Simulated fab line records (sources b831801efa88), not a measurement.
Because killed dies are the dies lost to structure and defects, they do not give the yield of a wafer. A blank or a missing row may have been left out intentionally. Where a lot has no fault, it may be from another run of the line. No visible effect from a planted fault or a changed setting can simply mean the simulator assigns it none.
fab line records    flow sky130
record: lots: 6  wafers: 18  last-day: 50
route steps=708 shown POLY_CUT@317 SD_P@320 RES_XHIGH@332 SD_N@342 PAD_OPEN@708
lots that met no fault: from a run of the same line without faults
start-h: the number of hours between the record's first day and the start of the first shown wafer of the lot    wait-h: hours from the lot's prior step to this one    " unchanged from the row above    L1.1+2: a row that stands for several wafers    - no value, or no start given    * or withheld: withheld    < > ~ a bound
route shown NAME@n: names a module that has steps shown in the file, with the first one's number in the route    usual: mean/standard deviation taken from wafers without a fault    same: alike in all rows    chamber/n: place in a boat    sites: the reading at each site    _std_site: how widely they spread, as a standard deviation    _edge_site: mean of outer sites minus mean of inner sites    radius-mm: for every site, how far away it sits from the centre of the wafer    mask NAME#n: copy n    behind: the most recent tool/chamber to have shaped the wafer    hold: reason for holding the lot/hours on hold/outcome of the hold    device: whichever transistor did not switch (one of n, p or np)    end of line: the route-end tests of the same wafers    step lacking rows: just its recipe    killed: not the wafer's yield, but the dies lost to structure and defects at the first sort    map: the dies of a wafer, with x for killed, . for not killed, _ for no die there
set.NAME: the setting as run; set.NAME@STEP: as run at that earlier step    model.NAME: the simulator's own value behind a step, which no gauge read
lots seen at some steps along the route; tables by step, rows by wafer
services: when a tool's chamber went out of use (start-h, in hours from the record's first day, below 0 if earlier), for how many hours, and the reason
== steps ==
step: SKY_POLY_CUT_ETCH_10
recipe: chemistry: N2/H2  target: BARC  ion-energy-ev: 200  source-w: 500  bias-w: 100  pressure-mtorr: 30  n2-flow-sccm: 100  h2-flow-sccm: 200  stop-on: SiO2  time-s: 45.9  target-depth-a: 600
usual: drypump-motor-current-A: 5.9/0.43  h2-flow-sccm: 200.0/0.55  oes-product-au: 0.855/0.0053  throttle-valve-pct: 13.224/0.0092
lot.wafer  tool         chamber  start-h  wait-h  drypump-motor-current-A  h2-flow-sccm  oes-product-au  rf-hours-counter-h  throttle-valve-pct
L329.1     rie-diel-04  3        594.30   0.0     6.6                      200.3         0.851           8                   13.215
L329.3     "            2        "        "       5.3                      199.6         0.857           45                  13.229
L329.5     "            2        "        "       5.3                      200.4         0.854           -                   13.236
L331.3     rie-diel-02  1        614.26   0.0     5.9                      200.2         0.852           30                  13.225
L331.5     "            1        "        "       5.9                      200.6         0.853           -                   13.245
L331.6     "            0        "        "       6.0                      199.9         0.852           -                   13.222
L333.2     rie-diel-04  0        625.76   0.0     5.6                      198.9         0.856           7                   13.237
L333.3     "            1        "        "       6.1                      199.3         0.856           10                  13.223
L333.4     "            2        "        "       5.3                      199.5         0.861           46                  13.235
L341.2     rie-diel-02  0        698.98   0.0     6.0                      199.3         0.853           27                  13.244
L341.3     "            3        "        "       6.0                      200.6         0.860           37                  13.217
L341.5     "            2        "        "       5.8                      200.1         0.865           -                   13.226
L342.1     rie-diel-04  2        703.01   0.0     5.3                      199.5         0.848           47                  13.216
L342.4     "            1        "        "       6.1                      200.9         0.853           12                  13.222
L342.6     "            3        "        "       6.6                      199.9         0.862           -                   13.224
L347.3     rie-diel-04  0        736.78   0.0     5.6                      199.3         0.856           10                  13.221
L347.4     "            0        "        "       5.6                      200.2         0.860           -                   13.221
L347.6     "            1        "        "       6.1                      199.8         0.842           -                   13.226
step: SKY_POLY_CUT_ETCH_11
recipe: target: Si3N4  chemistry: CF4/CH2F2/Ar  stop-on: poly-Si  source-w: 600  bias-w: 150  pressure-mtorr: 40  cf4-flow-sccm: 40  ch2f2-flow-sccm: 20  Ar_flow_sccm: 150  time-s: 42.5  target-depth-a: 600
usual: cf4-flow-sccm: 40.00/0.13  drypump-motor-current-A: 5.9/0.43  oes-product-au: 0.829/0.0062  throttle-valve-pct: 14.995/0.0091
lot.wafer  tool         chamber  start-h  wait-h  cf4-flow-sccm  drypump-motor-current-A  oes-product-au  rf-hours-counter-h  throttle-valve-pct
L329.1     rie-diel-04  3        594.34   0.0     40.23          6.5                      0.829           8                   14.995
L329.3     "            2        "        "       39.95          5.3                      0.825           45                  14.989
L329.5     "            2        "        "       39.95          5.3                      0.823           -                   15.001
L331.3     rie-diel-02  1        614.30   0.0     39.97          5.9                      0.826           30                  14.982
L331.5     "            1        "        "       40.00          5.9                      0.825           -                   14.992
L331.6     "            0        "        "       40.20          6.0                      0.831           -                   15.004
L333.2     rie-diel-04  0        625.80   0.0     40.33          5.6                      0.823           7                   14.982
L333.3     "            1        "        "       39.74          6.1                      0.826           10                  15.000
L333.4     "            2        "        "       40.09          5.3                      0.834           46                  15.000
L341.2     rie-diel-02  0        699.02   0.0     40.08          6.0                      0.823           27                  15.008
L341.3     "            3        "        "       40.06          6.0                      0.836           37                  14.999
L341.5     "            2        "        "       39.89          5.7                      0.832           -                   15.000
L342.1     rie-diel-04  2        703.05   0.0     39.97          5.3                      0.835           47                  14.992
L342.4     "            1        "        "       40.05          6.1                      0.836           12                  14.993
L342.6     "            3        "        "       39.98          6.5                      0.822           -                   14.992
L347.3     rie-diel-04  0        736.82   0.0     39.95          5.6                      0.819           10                  14.994
L347.4     "            0        "        "       39.99          5.6                      0.828           -                   14.993
L347.6     "            1        "        "       40.00          6.1                      0.829           -                   15.002
step: SKY_POLY_CUT_STRIP_12
recipe: chemistry: O2/N2  power-w: 1400  pressure-mtorr: 1500  platen-temp-c: withheld  o2-flow-sccm: 3000  n2-flow-sccm: 300  overash-fraction: 0.5
step: SKY_SD_P_DEHYDRATE_00
recipe: temp-c: 200  time-s: 60
step: SKY_SD_P_HMDS_01
recipe: prime-time-s: 60  prime-temp-c: 120
step: SKY_SD_P_COAT_02
recipe: resist: NOVOLAK  spin-rpm: 3000  resist-thk-nm: 1140
step: SKY_SD_P_SOFTBAKE_03
recipe: temp-c: 90  time-s: 60  resist: NOVOLAK
step: SKY_SD_P_EXPOSE_04
recipe: mask-id: PSDM  na: 0.6  source-shape: conventional  sigma-outer: 0.6  polarization: unpolarized  target-cd-nm: 380  dose-mj: 138
step: SKY_SD_P_PEB_05
recipe: temp-c: withheld  time-s: *  resist: NOVOLAK
step: SKY_SD_P_DEVELOP_06
recipe: resist: NOVOLAK  developer: TMAH  develop-time-s: 60  dev-temp-c: 23
step: SKY_SD_P_CD_MEAS_07
recipe: target-cd-nm: 380
usual: cd-nm: 380.1/2.5
lot.wafer  tool       chamber  start-h  wait-h  cd-nm
L329.1     cd-sem-01  -        623.66   0.1     380.5
L329.3     "          -        "        "       382.3
L329.5     "          -        "        "       381.1
L331.3     cd-sem-02  -        643.28   0.1     384.8
L331.5     "          -        "        "       380.8
L331.6     "          -        "        "       380.7
L333.2     cd-sem-02  -        654.12   0.1     379.2
L333.3     "          -        "        "       377.8
L333.4     "          -        "        "       378.7
L341.2     cd-sem-02  -        727.01   0.1     378.1
L341.3     "          -        "        "       373.9
L341.5     "          -        "        "       376.2
L342.1     cd-sem-01  -        730.91   0.1     385.7
L342.4     "          -        "        "       386.2
L342.6     "          -        "        "       382.3
L347.3     cd-sem-02  -        764.14   0.1     379.2
L347.4     "          -        "        "       381.8
L347.6     "          -        "        "       382.4
step: SKY_SD_P_OVL_MEAS_08
usual: SD_P_OVL: -0.6/1.1
lot.wafer  tool        chamber  start-h  wait-h  SD_P_OVL[nm]
L329.1     overlay-01  -        623.78   0.1     0.4
L329.3     "           -        "        "       -0.5
L329.5     "           -        "        "       0.1
L331.3     overlay-01  -        643.37   0.1     0.1
L331.5     "           -        "        "       -1.5
L331.6     "           -        "        "       0.1
L333.2     overlay-02  -        654.23   0.1     -0.9
L333.3     "           -        "        "       -1.5
L333.4     "           -        "        "       -0.5
L341.2     overlay-02  -        727.12   0.1     -0.2
L341.3     "           -        "        "       0.4
L341.5     "           -        "        "       1.2
L342.1     overlay-02  -        731.03   0.1     -0.3
L342.4     "           -        "        "       0.3
L342.6     "           -        "        "       0.0
L347.3     overlay-02  -        764.24   0.1     -0.3
L347.4     "           -        "        "       -0.3
L347.6     "           -        "        "       -1.6
step: SKY_SD_P_IMPLANT_09
recipe: species: BF2  energy-kev: 20  dose-cm2: 3e+15  tilt-deg: 0
usual: beam-energy-keV: 20.001/0.0059  end-station-pressure-torr: 1.27e-05/1.3e-06
lot.wafer  tool          chamber  start-h  wait-h  beam-energy-keV  end-station-pressure-torr  model.implant.drp-nm
L329.1     implanter-02  0        623.81   0.0     20.250           1.26e-05                   9.833
L329.3     "             0        "        "       20.255           1.26e-05                   9.833
L329.5     "             0        "        "       20.258           1.4e-05                    9.833
L331.3     implanter-02  0        643.45   0.1     20.253           1.39e-05                   9.833
L331.5     "             0        "        "       20.254           1.35e-05                   9.833
L331.6     "             0        "        "       20.239           1.42e-05                   9.833
L333.2     implanter-04  0        654.29   0.0     19.991           1.08e-05                   9.746
L333.3     "             0        "        "       19.999           1.17e-05                   9.746
L333.4     "             0        "        "       19.998           1.09e-05                   9.746
L341.2     implanter-02  0        727.17   0.0     20.017           1.39e-05                   9.746
L341.3     "             0        "        "       20.007           1.32e-05                   9.746
L341.5     "             0        "        "       20.001           1.33e-05                   9.746
L342.1     implanter-02  0        731.06   0.0     20.000           1.42e-05                   9.746
L342.4     "             0        "        "       19.997           1.25e-05                   9.746
L342.6     "             0        "        "       19.991           1.37e-05                   9.746
L347.3     implanter-02  0        764.31   0.1     19.991           1.32e-05                   9.746
L347.4     "             0        "        "       19.997           1.41e-05                   9.746
L347.6     "             0        "        "       20.004           1.32e-05                   9.746
step: SKY_SD_P_STRIP_10
recipe: chemistry: O2/N2  power-w: 1400  pressure-mtorr: 1500  platen-temp-c: withheld  o2-flow-sccm: 3000  n2-flow-sccm: 300  overash-fraction: 0.5
usual: drypump-motor-current-A: 6.0/0.69  oes-product-au: 0.617/0.0044  strip-time-to-endpoint-s: 17.50/0.036
lot.wafer  tool             chamber  start-h  wait-h  drypump-motor-current-A  oes-product-au  rf-hours-counter-h  strip-time-to-endpoint-s
L329.1     plasma-asher-02  1        623.96   0.1     4.9                      0.619           49                  17.56
L329.3     "                1        "        "       4.8                      0.609           -                   17.57
L329.5     "                1        "        "       4.9                      0.620           -                   17.55
L331.3     plasma-asher-04  0        643.58   0.1     6.4                      0.622           -                   17.51
L331.5     "                1        "        "       6.4                      0.625           -                   17.53
L331.6     "                0        "        "       6.5                      0.613           -                   17.47
L333.2     plasma-asher-02  0        654.41   0.1     6.5                      0.615           52                  17.46
L333.3     "                1        "        "       4.9                      0.623           -                   17.48
L333.4     "                0        "        "       6.6                      0.616           -                   17.47
L341.2     plasma-asher-03  0        727.30   0.1     6.1                      0.623           92                  17.42
L341.3     "                1        "        "       6.3                      0.618           -                   17.46
L341.5     "                1        "        "       6.3                      0.614           -                   17.43
L342.1     plasma-asher-03  1        731.21   0.1     6.3                      0.619           92                  17.53
L342.4     "                1        "        "       6.3                      0.612           -                   17.49
L342.6     "                1        "        "       6.3                      0.619           -                   17.51
L347.3     plasma-asher-02  1        764.44   0.1     4.9                      0.623           -                   17.50
L347.4     "                0        "        "       6.6                      0.609           -                   17.52
L347.6     "                1        "        "       4.9                      0.619           -                   17.52
step: SKY_SD_P_TW_MEAS_11
usual: SD_P_TW: 2855/23
lot.wafer  tool           chamber  start-h  wait-h  SD_P_TW
L329.1     film-metro-01  -        624.06   0.1     2845
L329.3     "              -        "        "       2865
L329.5     "              -        "        "       2859
L331.3     film-metro-04  -        643.67   0.1     2851
L331.5     "              -        "        "       2837
L331.6     "              -        "        "       2834
L333.2     film-metro-04  -        654.52   0.1     2855
L333.3     "              -        "        "       2836
L333.4     "              -        "        "       2833
L341.2     film-metro-01  -        727.41   0.1     2855
L341.3     "              -        "        "       2883
L341.5     "              -        "        "       2866
L342.1     film-metro-04  -        731.31   0.1     2839
L342.4     "              -        "        "       2842
L342.6     "              -        "        "       2847
L347.3     film-metro-01  -        764.53   0.1     2856
L347.4     "              -        "        "       2856
L347.6     "              -        "        "       2853
step: SKY_RES_XHIGH_DEHYDRATE_00
recipe: temp-c: 200  time-s: 60
step: SKY_RES_XHIGH_HMDS_01
recipe: prime-time-s: 60  prime-temp-c: 120
step: SKY_RES_XHIGH_COAT_02
recipe: resist: NOVOLAK  spin-rpm: 3000  resist-thk-nm: 1140
step: SKY_RES_XHIGH_SOFTBAKE_03
recipe: temp-c: 90  time-s: 60  resist: NOVOLAK
step: SKY_RES_XHIGH_EXPOSE_04
recipe: mask-id: URPM  na: 0.6  source-shape: conventional  sigma-outer: 0.6  polarization: unpolarized  target-cd-nm: 1270  dose-mj: 140
step: SKY_RES_XHIGH_PEB_05
recipe: temp-c: withheld  time-s: *  resist: NOVOLAK
step: SKY_RES_XHIGH_DEVELOP_06
recipe: resist: NOVOLAK  developer: TMAH  develop-time-s: 60  dev-temp-c: 23
step: SKY_RES_XHIGH_IMPLANT_07
recipe: species: BF2  energy-kev: 20  dose-cm2: 3.6e+14  tilt-deg: 0
step: SKY_RES_XHIGH_STRIP_08
recipe: chemistry: O2/N2  power-w: 1400  pressure-mtorr: 1500  platen-temp-c: withheld  o2-flow-sccm: 3000  n2-flow-sccm: 300  overash-fraction: 0.5
usual: drypump-motor-current-A: 6.12/0.26  oes-product-au: 0.711/0.0044  strip-time-to-endpoint-s: 14.26/0.045
lot.wafer  tool             chamber  start-h  wait-h  drypump-motor-current-A  oes-product-au  rf-hours-counter-h  strip-time-to-endpoint-s
L329.1     plasma-asher-01  0        652.41   0.1     5.88                     0.711           96                  14.30
L329.3     "                1        "        "       5.71                     0.717           -                   14.29
L329.5     "                0        "        "       5.88                     0.708           -                   14.34
L331.3     plasma-asher-04  0        671.42   0.1     6.45                     0.712           -                   14.27
L331.5     "                1        "        "       6.48                     0.710           -                   14.30
L331.6     "                0        "        "       6.45                     0.706           -                   14.30
L333.2     plasma-asher-04  0        683.12   0.1     6.40                     0.706           25                  14.28
L333.3     "                0        "        "       6.42                     0.711           -                   14.27
L333.4     "                1        "        "       6.49                     0.712           -                   14.25
L341.2     plasma-asher-03  0        754.62   0.1     6.05                     0.709           94                  14.32
L341.3     "                1        "        "       6.31                     0.713           -                   14.29
L341.5     "                0        "        "       6.05                     0.704           -                   14.29
L342.1     plasma-asher-03  1        758.37   0.1     6.32                     0.710           95                  14.29
L342.4     "                0        "        "       6.05                     0.709           -                   14.29
L342.6     "                0        "        "       6.09                     0.705           -                   14.26
L347.3     plasma-asher-01  1        791.38   0.1     5.71                     0.718           -                   14.21
L347.4     "                0        "        "       5.86                     0.710           -                   14.25
L347.6     "                1        "        "       5.72                     0.711           -                   14.27
step: SKY_RES_XHIGH_TW_MEAS_09
usual: RES_XHIGH_TW: 1662/15
lot.wafer  tool           chamber  start-h  wait-h  RES_XHIGH_TW
L329.1     film-metro-01  -        652.51   0.1     1652
L329.3     "              -        "        "       1649
L329.5     "              -        "        "       1648
L331.3     film-metro-02  -        671.51   0.1     1673
L331.5     "              -        "        "       1672
L331.6     "              -        "        "       1676
L333.2     film-metro-04  -        683.23   0.1     1649
L333.3     "              -        "        "       1639
L333.4     "              -        "        "       1646
L341.2     film-metro-01  -        754.73   0.1     1654
L341.3     "              -        "        "       1656
L341.5     "              -        "        "       1649
L342.1     film-metro-02  -        758.47   0.1     1684
L342.4     "              -        "        "       1684
L342.6     "              -        "        "       1687
L347.3     film-metro-01  -        791.47   0.1     1674
L347.4     "              -        "        "       1673
L347.6     "              -        "        "       1671
step: SKY_SD_N_DEHYDRATE_00
recipe: temp-c: 200  time-s: 60
step: SKY_SD_N_HMDS_01
recipe: prime-time-s: 60  prime-temp-c: 120
step: SKY_SD_N_COAT_02
recipe: resist: NOVOLAK  spin-rpm: 3000  resist-thk-nm: 1140
step: SKY_SD_N_SOFTBAKE_03
recipe: temp-c: 90  time-s: 60  resist: NOVOLAK
step: SKY_SD_N_EXPOSE_04
recipe: mask-id: NSDM  na: 0.6  source-shape: conventional  sigma-outer: 0.6  polarization: unpolarized  target-cd-nm: 380  dose-mj: 141
step: SKY_SD_N_PEB_05
recipe: temp-c: withheld  time-s: *  resist: NOVOLAK
step: SKY_SD_N_DEVELOP_06
recipe: resist: NOVOLAK  developer: TMAH  develop-time-s: 60  dev-temp-c: 23
step: SKY_SD_N_CD_MEAS_07
recipe: target-cd-nm: 380
usual: cd-nm: 380.5/3
lot.wafer  tool       chamber  start-h  wait-h  cd-nm
L329.1     cd-sem-02  -        680.00   0.1     384.3
L329.3     "          -        "        "       383.4
L329.5     "          -        "        "       384.9
L331.3     cd-sem-01  -        698.51   0.1     381.5
L331.5     "          -        "        "       380.8
L331.6     "          -        "        "       381.8
L333.2     cd-sem-01  -        711.33   0.1     381.3
L333.3     "          -        "        "       381.0
L333.4     "          -        "        "       381.7
L341.2     cd-sem-01  -        781.03   0.1     376.9
L341.3     "          -        "        "       377.9
L341.5     "          -        "        "       378.4
L342.1     cd-sem-02  -        784.85   0.1     378.7
L342.4     "          -        "        "       382.7
L342.6     "          -        "        "       377.5
L347.3     cd-sem-02  -        818.46   0.1     386.3
L347.4     "          -        "        "       386.5
L347.6     "          -        "        "       385.8
step: SKY_SD_N_OVL_MEAS_08
usual: SD_N_OVL: -0.1/1.2
lot.wafer  tool        chamber  start-h  wait-h  SD_N_OVL[nm]
L329.1     overlay-01  -        680.12   0.1     -1.5
L329.3     "           -        "        "       -1.3
L329.5     "           -        "        "       -3.0
L331.3     overlay-01  -        698.60   0.1     0.6
L331.5     "           -        "        "       -0.3
L331.6     "           -        "        "       -0.1
L333.2     overlay-01  -        711.43   0.1     -3.0
L333.3     "           -        "        "       0.3
L333.4     "           -        "        "       0.4
L341.2     overlay-01  -        781.13   0.1     1.1
L341.3     "           -        "        "       0.4
L341.5     "           -        "        "       2.3
L342.1     overlay-02  -        784.97   0.1     1.0
L342.4     "           -        "        "       0.9
L342.6     "           -        "        "       -1.3
L347.3     overlay-02  -        818.55   0.1     -1.3
L347.4     "           -        "        "       -0.3
L347.6     "           -        "        "       -1.4
step: SKY_SD_N_IMPLANT_09
recipe: species: As  energy-kev: 50  dose-cm2: 4e+15  tilt-deg: 0
step: SKY_SD_N_IMPLANT_10
recipe: species: P  energy-kev: 20  dose-cm2: 1e+14  tilt-deg: 0
step: SKY_SD_N_STRIP_11
recipe: chemistry: O2/N2  power-w: 1400  pressure-mtorr: 1500  platen-temp-c: withheld  o2-flow-sccm: 3000  n2-flow-sccm: 300  overash-fraction: 0.5
usual: drypump-motor-current-A: 6.0/0.65  oes-product-au: 0.528/0.005  strip-time-to-endpoint-s: 22.55/0.043
lot.wafer  tool             chamber  start-h  wait-h  drypump-motor-current-A  oes-product-au  rf-hours-counter-h  strip-time-to-endpoint-s
L329.1     plasma-asher-02  0        680.46   0.1     6.6                      0.522           55                  22.53
L329.3     "                1        "        "       4.9                      0.525           -                   22.55
L329.5     "                1        "        "       4.9                      0.524           -                   22.56
L331.3     plasma-asher-04  0        698.96   0.1     6.4                      0.515           -                   22.56
L331.5     "                1        "        "       6.4                      0.529           -                   22.56
L331.6     "                0        "        "       6.4                      0.526           -                   22.57
L333.2     plasma-asher-01  0        711.76   0.1     5.9                      0.528           102                 22.59
L333.3     "                1        "        "       5.7                      0.525           -                   22.58
L333.4     "                0        "        "       5.9                      0.532           -                   22.60
L341.2     plasma-asher-02  0        781.46   0.1     6.5                      0.530           65                  22.57
L341.3     "                1        "        "       4.9                      0.535           -                   22.57
L341.5     "                1        "        "       4.9                      0.530           -                   22.55
L342.1     plasma-asher-02  1        785.31   0.1     4.9                      0.529           65                  22.57
L342.4     "                0        "        "       6.6                      0.529           -                   22.53
L342.6     "                0        "        "       6.6                      0.534           -                   22.63
L347.3     plasma-asher-04  1        818.91   0.1     6.4                      0.534           -                   22.59
L347.4     "                0        "        "       6.4                      0.533           -                   22.57
L347.6     "                1        "        "       6.4                      0.530           -                   22.52
step: SKY_SD_N_TW_MEAS_12
usual: SD_N_TW: 4037/37
lot.wafer  tool           chamber  start-h  wait-h  SD_N_TW
L329.1     film-metro-01  -        680.56   0.1     4001
L329.3     "              -        "        "       4014
L329.5     "              -        "        "       4003
L331.3     film-metro-01  -        699.05   0.1     4022
L331.5     "              -        "        "       4014
L331.6     "              -        "        "       3991
L333.2     film-metro-01  -        711.87   0.1     4028
L333.3     "              -        "        "       4020
L333.4     "              -        "        "       4037
L341.2     film-metro-04  -        781.57   0.1     4005
L341.3     "              -        "        "       4009
L341.5     "              -        "        "       3992
L342.1     film-metro-04  -        785.41   0.1     3979
L342.4     "              -        "        "       3980
L342.6     "              -        "        "       3984
L347.3     film-metro-02  -        819.00   0.1     4085
L347.4     "              -        "        "       4090
L347.6     "              -        "        "       4094
step: SKY_SD_N_CLEAN_13
recipe: chemistry: SC1/SC2  mix: 1:4:20  temp-c: 70  time-s: 150  dry: n2-spin
step: SKY_SD_N_RTA_14
recipe: temp-c: 1075  time-s: 2  idle-temp-c: 650  ramp-up-c-per-s: 150  ramp-down-c-per-s: 90  ambient: N2
step: SKY_SD_N_RS_MEAS_16
recipe: thk-meas-gauge: four-point-probe
usual: SD_N_RS: 68.51/0.11
lot.wafer  tool           chamber  start-h  wait-h  SD_N_RS[ohm/sq]
L329.1     film-metro-04  -        680.85   0.1     68.33
L329.3     "              -        "        "       68.39
L329.5     "              -        "        "       68.42
L331.3     film-metro-04  -        699.35   0.1     68.63
L331.5     "              -        "        "       68.54
L331.6     "              -        "        "       68.50
L333.2     film-metro-04  -        712.17   0.1     68.42
L333.3     "              -        "        "       68.38
L333.4     "              -        "        "       68.18
L341.2     film-metro-01  -        781.87   0.1     68.47
L341.3     "              -        "        "       68.47
L341.5     "              -        "        "       68.40
L342.1     film-metro-02  -        785.69   0.1     68.29
L342.4     "              -        "        "       68.52
L342.6     "              -        "        "       68.41
L347.3     film-metro-04  -        819.31   0.1     68.67
L347.4     "              -        "        "       68.46
L347.6     "              -        "        "       68.48
step: SKY_SD_N_RS_MEAS_17
recipe: thk-meas-gauge: four-point-probe
usual: SD_P_RS: 147.0/0.34
lot.wafer  tool           chamber  start-h  wait-h  SD_P_RS[ohm/sq]
L329.1     film-metro-04  -        680.97   0.1     145.7
L329.3     "              -        "        "       145.7
L329.5     "              -        "        "       145.7
L331.3     film-metro-04  -        699.47   0.1     146.6
L331.5     "              -        "        "       146.4
L331.6     "              -        "        "       145.8
L333.2     film-metro-04  -        712.29   0.1     146.4
L333.3     "              -        "        "       147.1
L333.4     "              -        "        "       146.4
L341.2     film-metro-01  -        781.99   0.1     146.9
L341.3     "              -        "        "       146.8
L341.5     "              -        "        "       146.6
L342.1     film-metro-02  -        785.81   0.1     146.6
L342.4     "              -        "        "       146.8
L342.6     "              -        "        "       146.9
L347.3     film-metro-04  -        819.43   0.1     146.9
L347.4     "              -        "        "       146.2
L347.6     "              -        "        "       147.0
step: SKY_PAD_OPEN_PROBE_99
usual: killed_at_M0_to_M3: 43/7.6  killed_at_M4_up: 2.9/1.7  killed-at-contacts: 24/5.5  killed-at-front-end: 15/4.2  killed-at-other: 0.3/0.52  killed-dies: 86/9.4  killed-open: 47/7  killed-short: 39/6.4
same: gross-dies: 492  killed-at-back-side: 0
lot.wafer  tool       chamber  start-h  wait-h  killed_at_M0_to_M3  killed_at_M4_up  killed-at-contacts  killed-at-front-end  killed-at-other  killed-dies  killed-open  killed-short
L329.1     prober-02  -        1100.87  0.1     45                  1                18                  16                   1                81           41           40
L329.3     prober-02  -        1100.97  0.2     44                  1                22                  16                   0                83           35           48
L329.5     prober-02  -        1101.07  0.2     33                  6                21                  19                   1                80           43           37
L331.3     prober-02  -        1114.99  0.2     43                  3                29                  15                   0                90           51           36
L331.5     prober-02  -        1115.09  0.2     34                  1                24                  12                   0                71           39           32
L331.6     prober-02  -        1115.14  0.2     45                  3                19                  20                   0                87           37           48
L333.2     prober-02  -        1122.53  0.1     49                  4                18                  14                   1                86           44           40
L333.3     prober-02  -        1122.58  0.2     44                  1                26                  15                   0                86           49           35
L333.4     prober-02  -        1122.63  0.2     38                  2                34                  16                   0                90           54           36
L342.1     prober-01  -        1176.88  0.1     54                  1                22                  14                   0                91           58           33
L342.4     prober-01  -        1177.03  0.2     37                  3                19                  15                   0                74           42           32
L342.6     prober-01  -        1177.13  0.2     44                  0                22                  11                   0                77           42           35
killed by level:class
L329.1 VIA1:geometric-particle:open=11 METAL1:geometric-particle:short=8 VIA3:geometric-particle:open=6 METAL2:geometric-particle:short=6 FIELD_ISO:geometric-particle:open=5 CONTACT:geometric-particle:short=5 VIA1:geometric-particle:short=5 FIELD_ISO:geometric-particle:short=4
L329.3 METAL1:geometric-particle:short=10 CONTACT:geometric-particle:open=7 LOCAL_INTERCONNECT:geometric-particle:short=7 METAL2:geometric-particle:short=7 VIA2:geometric-particle:open=6 VIA2:geometric-particle:short=4 POLY_GATE:geometric-particle:open=4 POLY_GATE:geometric-particle:short=4
L329.5 CONTACT:geometric-particle:open=8 METAL1:geometric-particle:short=7 FIELD_ISO:geometric-particle:open=6 VIA3:geometric-particle:open=6 LOCAL_INTERCONNECT:geometric-particle:short=5 CONTACT:geometric-particle:short=5 VIA1:geometric-particle:open=5 VIA2:geometric-particle:open=5
L331.3 VIA1:geometric-particle:open=10 CONTACT:geometric-particle:open=10 LI_CONTACT:geometric-particle:open=8 VIA2:geometric-particle:open=8 VIA3:geometric-particle:short=5 LI_CONTACT:geometric-particle:short=4 METAL2:geometric-particle:short=4 VIA3:geometric-particle:open=4
L331.5 CONTACT:geometric-particle:open=9 VIA1:geometric-particle:open=9 LI_CONTACT:geometric-particle:open=7 METAL2:geometric-particle:short=5 CONTACT:geometric-particle:short=4 VIA1:geometric-particle:short=4 POLY_GATE:geometric-particle:open=3 SPACER:geometric-particle:short=3
L331.6 VIA1:geometric-particle:open=8 METAL2:geometric-particle:short=7 LI_CONTACT:geometric-particle:short=6 POLY_GATE:geometric-particle:short=5 CONTACT:geometric-particle:open=5 METAL1:geometric-particle:short=4 METAL2:geometric-particle:open=4 VIA2:geometric-particle:open=4
L333.2 VIA3:geometric-particle:open=9 CONTACT:geometric-particle:open=8 METAL2:geometric-particle:short=7 VIA1:geometric-particle:open=7 VIA2:geometric-particle:open=6 FIELD_ISO:geometric-particle:short=4 CONTACT:geometric-particle:short=4 METAL1:geometric-particle:short=4
L333.3 VIA2:geometric-particle:open=12 CONTACT:geometric-particle:open=12 METAL2:geometric-particle:short=7 CONTACT:geometric-particle:short=6 VIA3:geometric-particle:open=5 FIELD_ISO:geometric-particle:short=4 VIA1:geometric-particle:open=4 LOCAL_INTERCONNECT:geometric-particle:short=4
L333.4 CONTACT:geometric-particle:open=16 VIA3:geometric-particle:open=9 VIA1:geometric-particle:open=8 LI_CONTACT:geometric-particle:open=7 CONTACT:geometric-particle:short=7 FIELD_ISO:geometric-particle:short=5 METAL2:geometric-particle:short=5 FIELD_ISO:geometric-particle:open=4
L342.1 VIA1:geometric-particle:open=19 CONTACT:geometric-particle:open=8 VIA2:geometric-particle:open=7 LI_CONTACT:geometric-particle:open=5 VIA1:geometric-particle:short=5 VIA3:geometric-particle:open=5 FIELD_ISO:geometric-particle:open=4 METAL1:geometric-particle:short=4
L342.4 CONTACT:geometric-particle:open=12 VIA3:geometric-particle:open=9 VIA1:geometric-particle:open=6 FIELD_ISO:geometric-particle:short=5 POLY_GATE:geometric-particle:open=5 VIA1:geometric-particle:short=5 POLY_GATE:geometric-particle:short=3 LI_CONTACT:geometric-particle:open=3
L342.6 VIA1:geometric-particle:open=9 CONTACT:geometric-particle:open=8 VIA1:geometric-particle:short=6 LI_CONTACT:geometric-particle:open=6 VIA2:geometric-particle:open=6 METAL2:geometric-particle:short=5 CONTACT:geometric-particle:short=4 METAL1:geometric-particle:short=4
== services ==
tool             chamber  start-h  hours  kind
rie-diel-04      1        573.22   14.5   repair
plasma-asher-04  -        586.69   2.5    repair
implanter-02     -        590.57   3.6    pm
plasma-asher-02  -        604.89   8.3    repair
plasma-asher-03  -        616.61   0.9    repair
rie-diel-02      2        626.94   1.5    repair
rie-diel-02      -        665.56   14.6   pm
rie-diel-02      1        680.55   2.2    repair
implanter-04     -        696.99   2.2    pm
implanter-04     -        706.32   2.4    repair
rie-diel-02      0        708.62   7.3    repair
rie-diel-02      0        731.99   9.0    repair
plasma-asher-01  -        733.75   9.0    pm
rie-diel-04      3        735.90   7.5    repair
rie-diel-04      2        743.44   -      clean
rie-diel-04      2        743.44   15.9   scheduled-down
implanter-04     -        743.51   1.9    repair
rie-diel-02      3        762.07   3.1    repair
plasma-asher-04  -        770.00   29.4   repair
rie-diel-04      1        779.01   6.4    repair
rie-diel-04      -        788.21   0.8    repair
implanter-04     -        795.10   5.6    pm
implanter-04     -        809.70   4.9    pm
implanter-02     -        813.96   6.1    repair
== key ==
first-sign: step: SKY_SD_P_IMPLANT_09  reading: beam-energy-keV  direction: up  sigmas: 42  usual: *  struck: *
effect: step: SKY_SD_N_RS_MEAS_17  reading: SD_P_RS  direction: down  sigmas: 3  usual: 147.0  struck: 146.0
model-effect: step: SKY_SD_P_IMPLANT_09  value: implant.drp-nm  without: 9.746  struck: 9.833
met-at SKY_SD_P_IMPLANT_09
struck-wafers L329.1,L329.3,L329.5,L331.3,L331.5,L331.6
tester-left-out L329,L331
fault: kind: process-parameter-drift  tool: implanter-02  chamber: -  onset-h: 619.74  steps: SKY_SD_P_IMPLANT_09  channel: energy-kev  offset: *  shape: step  end-h: 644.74  acts-in: *  stated: *
tester-left-out: of these lots the tester's yield and bins aren't shown, on N5 and GAA mostly nor the transistor test; their killed dies are dies lost to structure and defects alone, not to doping, threshold or leakage, so they don't give the yield
